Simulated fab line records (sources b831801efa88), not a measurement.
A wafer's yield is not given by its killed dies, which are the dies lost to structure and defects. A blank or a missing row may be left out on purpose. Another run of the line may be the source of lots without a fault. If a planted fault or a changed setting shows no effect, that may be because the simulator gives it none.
fab line records    flow gf180mcu    part 2 of 2: steps 30 to 38 of 38
record lots=5  wafers=15  last_day=33
route steps=602 shown M5@535 V5@540 TOP_METAL@567
lots untouched by any fault: they come from a run of this same line in which no faults occurred
start_h: the number of hours between the record's first day and the start of the first shown wafer of the lot    wait_h: hours from the lot's prior step to this one    " the same as in the row above    L1.1+2: a row that stands for several wafers    - no value, or no start given    * or withheld: withheld    < > ~ a bound
route shown NAME@n: a module of which the file shows steps, and the number in the route of the first    usual: the fault-free wafers' mean and standard deviation    same: alike in all rows    chamber/n: place in a boat    sites: readings site by site    _std_site: the standard deviation of these    _edge_site: inner sites' mean taken away from outer sites' mean    radius_mm: how far each site lies from the wafer's centre    mask NAME#n: copy n    behind: the most recent tool/chamber to have shaped the wafer    hold: the reason the lot was held/the length of the hold in hours/how it ended    device: whichever transistor did not switch (one of n, p or np)    end of line: the route-end tests of the same wafers    a step without rows: its recipe alone    killed: dies lost to structure and defects at the first sort, not the wafer's yield    map: per-die view of a wafer (x killed, . not killed, _ where there is no die)
set.NAME: the setting that was run; set.NAME@STEP: the one run at that earlier step    model.NAME: the simulator's own value behind a step, which no gauge read
a table for each step, a row for each wafer; lots at some steps of the route
services: when a tool's chamber went out of use (start_h, in hours from the record's first day, below 0 if earlier), for how many hours, and the reason
## steps
# step GF_V5_RS_MEAS_24
# recipe thk_meas_gauge=four-point-probe  reads=W_of_V5_CVD_23+TiN_of_V5_SPUTTER_22+Ti_of_V5_SPUTTER_21
# usual V5_W_RS=0.326/0.0038
lot.wafer  tool           chamber  start_h  wait_h  V5_W_RS[ohm/sq]
L080.1     film_metro-03  -        685.44   0.1     0.320
L080.2     "              -        "        "       0.330
L080.4     "              -        "        "       0.320
L085.1     film_metro-02  -        728.06   0.1     0.323
L085.4     "              -        "        "       0.327
L085.6     "              -        "        "       0.317
L086.2     film_metro-03  -        731.08   0.1     0.320
L086.5     "              -        "        "       0.322
L086.6     "              -        "        "       0.329
L088.1     film_metro-04  -        748.67   0.1     0.324
L088.4     "              -        "        "       0.327
L088.5     "              -        "        "       0.324
L091.3     film_metro-02  -        768.37   0.1     0.326
L091.5     "              -        "        "       0.326
L091.6     "              -        "        "       0.326
# step GF_V5_THK_MEAS_25
# recipe thk_meas_gauge=xrf  reads=W_of_V5_CVD_23
# usual V5_W_THK=350/5.4
lot.wafer  tool           chamber  start_h  wait_h  V5_W_THK[nm]
L080.1     film_metro-03  -        685.56   0.1     355
L080.2     "              -        "        "       344
L080.4     "              -        "        "       353
L085.1     film_metro-02  -        728.18   0.1     352
L085.4     "              -        "        "       349
L085.6     "              -        "        "       358
L086.2     film_metro-03  -        731.19   0.1     354
L086.5     "              -        "        "       352
L086.6     "              -        "        "       346
L088.1     film_metro-04  -        748.79   0.1     356
L088.4     "              -        "        "       354
L088.5     "              -        "        "       359
L091.3     film_metro-02  -        768.47   0.1     347
L091.5     "              -        "        "       348
L091.6     "              -        "        "       347
# step GF_V5_CMP_26
# recipe stop_on=SiO2  down_force_psi=3.5  platen_rpm=60  t_overpolish_s=15  target_thk_nm=0  pad_velocity_m_s=0.94248
# usual motor_current_A=10.6/0.87  overpolish_run_s=15.000/0.0086  time_to_endpoint_s=83/3.6
lot.wafer  tool    chamber  start_h  wait_h  motor_current_A  overpolish_run_s  time_to_endpoint_s
L080.4     cmp-01  1        685.67   0.1     11.0             15.007            83
L080.2     "       2        "        "       12.5             15.011            79
L080.1     "       3        "        "       10.6             14.993            84
L085.4     cmp-02  0        728.24   0.0     10.0             14.998            88
L085.1     "       1        "        "       11.6             14.982            92
L085.6     "       0        "        "       9.5              14.990            87
L086.2     cmp-01  3        731.48   0.3     10.3             15.009            78
L086.6     "       2        "        "       12.3             15.002            79
L086.5     "       3        "        "       10.3             15.003            81
L088.1     cmp-01  1        748.85   0.1     10.4             15.007            80
L088.4     "       3        "        "       10.6             14.991            77
L088.5     "       2        "        "       12.8             15.009            79
L091.3     cmp-02  1        768.66   0.2     11.4             14.991            80
L091.6     "       2        "        "       10.5             15.010            85
L091.5     "       3        "        "       10.8             14.988            82
# step GF_TOP_METAL_SPUTTER_00
# recipe material=Ti  target_thk_nm=37.5  arriving_ion_energy_ev=80  substrate_temp_c=200  chamber_pressure_pa=2  power_w=4000  time_s=150
# usual throttle_valve_pct=30.4/1.1
lot.wafer  tool            chamber  start_h  wait_h  throttle_valve_pct
L080.1     pvd_sputter-03  -        685.92   0.1     30.2
L080.2     "               -        "        "       31.9
L080.4     "               -        "        "       29.7
L085.1     pvd_sputter-04  -        728.54   0.2     32.4
L085.4     "               -        "        "       29.5
L085.6     "               -        "        "       29.2
L086.2     pvd_sputter-02  -        731.73   0.2     30.8
L086.5     "               -        "        "       31.6
L086.6     "               -        "        "       30.8
L088.1     pvd_sputter-02  -        749.15   0.2     28.6
L088.4     "               -        "        "       30.2
L088.5     "               -        "        "       29.9
L091.3     pvd_sputter-04  -        768.81   0.1     28.9
L091.5     "               -        "        "       32.6
L091.6     "               -        "        "       29.1
# step GF_TOP_METAL_SPUTTER_01
# recipe material=TiN  target_thk_nm=30  power_w=6500  time_s=25  chamber_pressure_pa=0.4
# usual throttle_valve_pct=30.4/1.1
lot.wafer  tool            chamber  start_h  wait_h  throttle_valve_pct
L080.1     pvd_sputter-03  -        686.02   0.1     30.5
L080.2     "               -        "        "       31.5
L080.4     "               -        "        "       30.1
L085.1     pvd_sputter-04  -        728.64   0.1     32.4
L085.4     "               -        "        "       29.7
L085.6     "               -        "        "       29.2
L086.2     pvd_sputter-02  -        731.83   0.1     30.6
L086.5     "               -        "        "       31.5
L086.6     "               -        "        "       30.8
L088.1     pvd_sputter-02  -        749.25   0.1     28.6
L088.4     "               -        "        "       30.4
L088.5     "               -        "        "       30.1
L091.3     pvd_sputter-04  -        768.91   0.1     29.2
L091.5     "               -        "        "       32.5
L091.6     "               -        "        "       29.0
# step GF_TOP_METAL_SPUTTER_02
# recipe material=AlCu  target_thk_nm=900  power_w=10600  chamber_pressure_pa=0.3  substrate_temp_c=250  gas=Ar  time_s=47.82
# usual throttle_valve_pct=30.4/1.1
lot.wafer  tool            chamber  start_h  wait_h  throttle_valve_pct
L080.1     pvd_sputter-03  -        686.06   0.0     30.4
L080.2     "               -        "        "       31.7
L080.4     "               -        "        "       29.9
L085.1     pvd_sputter-04  -        728.67   0.0     32.4
L085.4     "               -        "        "       29.6
L085.6     "               -        "        "       28.8
L086.2     pvd_sputter-02  -        731.86   0.0     30.7
L086.5     "               -        "        "       31.4
L086.6     "               -        "        "       30.9
L088.1     pvd_sputter-02  -        749.28   0.0     29.0
L088.4     "               -        "        "       30.0
L088.5     "               -        "        "       30.3
L091.3     pvd_sputter-04  -        768.94   0.0     29.3
L091.5     "               -        "        "       32.4
L091.6     "               -        "        "       29.1
# step GF_TOP_METAL_SPUTTER_03
# recipe material=Ti  target_thk_nm=5  substrate_temp_c=300  chamber_pressure_pa=0.3  power_w=3000  time_s=3.3
# usual throttle_valve_pct=30.4/1.1
lot.wafer  tool            chamber  start_h  wait_h  throttle_valve_pct
L080.1     pvd_sputter-03  -        686.10   0.0     30.3
L080.2     "               -        "        "       31.8
L080.4     "               -        "        "       29.8
L085.1     pvd_sputter-04  -        728.72   0.0     32.5
L085.4     "               -        "        "       29.5
L085.6     "               -        "        "       29.4
L086.2     pvd_sputter-02  -        731.90   0.0     30.8
L086.5     "               -        "        "       31.5
L086.6     "               -        "        "       30.7
L088.1     pvd_sputter-02  -        749.32   0.0     28.7
L088.4     "               -        "        "       30.2
L088.5     "               -        "        "       30.2
L091.3     pvd_sputter-04  -        768.98   0.0     29.3
L091.5     "               -        "        "       32.4
L091.6     "               -        "        "       29.3
# step GF_TOP_METAL_SPUTTER_04
# recipe material=TiN  target_thk_nm=25  power_w=6500  time_s=20.8  chamber_pressure_pa=0.4
# usual throttle_valve_pct=30.4/1.1
lot.wafer  tool            chamber  start_h  wait_h  throttle_valve_pct
L080.1     pvd_sputter-03  -        686.12   0.0     30.4
L080.2     "               -        "        "       31.8
L080.4     "               -        "        "       29.9
L085.1     pvd_sputter-04  -        728.73   0.0     32.6
L085.4     "               -        "        "       29.3
L085.6     "               -        "        "       29.1
L086.2     pvd_sputter-02  -        731.92   0.0     30.8
L086.5     "               -        "        "       31.5
L086.6     "               -        "        "       30.5
L088.1     pvd_sputter-02  -        749.34   0.0     28.6
L088.4     "               -        "        "       29.9
L088.5     "               -        "        "       30.2
L091.3     pvd_sputter-04  -        769.00   0.0     29.2
L091.5     "               -        "        "       32.8
L091.6     "               -        "        "       29.3
# step GF_TOP_METAL_RS_MEAS_05
# recipe thk_meas_gauge=four-point-probe  reads=TiN_of_TOP_METAL_SPUTTER_04+Ti_of_TOP_METAL_SPUTTER_03+AlCu_of_TOP_METAL_SPUTTER_02+TiN_of_TOP_METAL_SPUTTER_01+Ti_of_TOP_METAL_SPUTTER_00
# usual TOP_METAL_ALCU_RS=0.0328/0.00036
lot.wafer  tool           chamber  start_h  wait_h  TOP_METAL_ALCU_RS[ohm/sq]
L080.1     film_metro-04  -        686.15   0.0     0.0325
L080.2     "              -        "        "       0.0325
L080.4     "              -        "        "       0.0325
L085.1     film_metro-02  -        728.76   0.0     0.0322
L085.4     "              -        "        "       0.0322
L085.6     "              -        "        "       0.0319
L086.2     film_metro-04  -        731.97   0.0     0.0332
L086.5     "              -        "        "       0.0327
L086.6     "              -        "        "       0.0332
L088.1     film_metro-02  -        749.37   0.0     0.0331
L088.4     "              -        "        "       0.0332
L088.5     "              -        "        "       0.0335
L091.3     film_metro-01  -        769.07   0.1     0.0329
L091.5     "              -        "        "       0.0330
L091.6     "              -        "        "       0.0328
## services
tool             chamber  start_h  hours  kind
cvd_w-02         -        644.49   2.8    pm
cmp-02           -        653.98   0.7    repair
pvd_sputter-01   -        663.52   0.7    repair
cmp-01           -        673.59   3.1    repair
pvd_sputter-01   -        676.78   0.7    repair
rie_diel-01      1        677.17   8.7    repair
cmp-02           -        678.44   1.3    repair
rie_diel-03      3        683.25   21.8   repair
rie_diel-04      -        685.21   15.6   pm
wet_bench-03     -        685.26   1.0    repair
cmp-02           -        686.00   21.7   repair
pvd_sputter-04   -        689.17   1.6    repair
pvd_sputter-02   -        690.16   10.4   repair
krf_scanner-02   -        693.21   1.0    pm
krf_scanner-02   -        697.16   0.8    pm
pvd_sputter-03   -        702.58   3.2    repair
rie_diel-02      -        704.96   2.8    pm
rie_diel-03      -        715.90   15.6   pm
cmp-02           -        724.27   2.3    repair
rie_diel-03      -        743.52   5.4    repair
cmp-02           -        744.53   4.0    pm
plasma_asher-02  -        745.70   1.8    repair
rie_diel-02      3        759.33   3.0    repair
pvd_sputter-03   -        763.59   1.3    repair
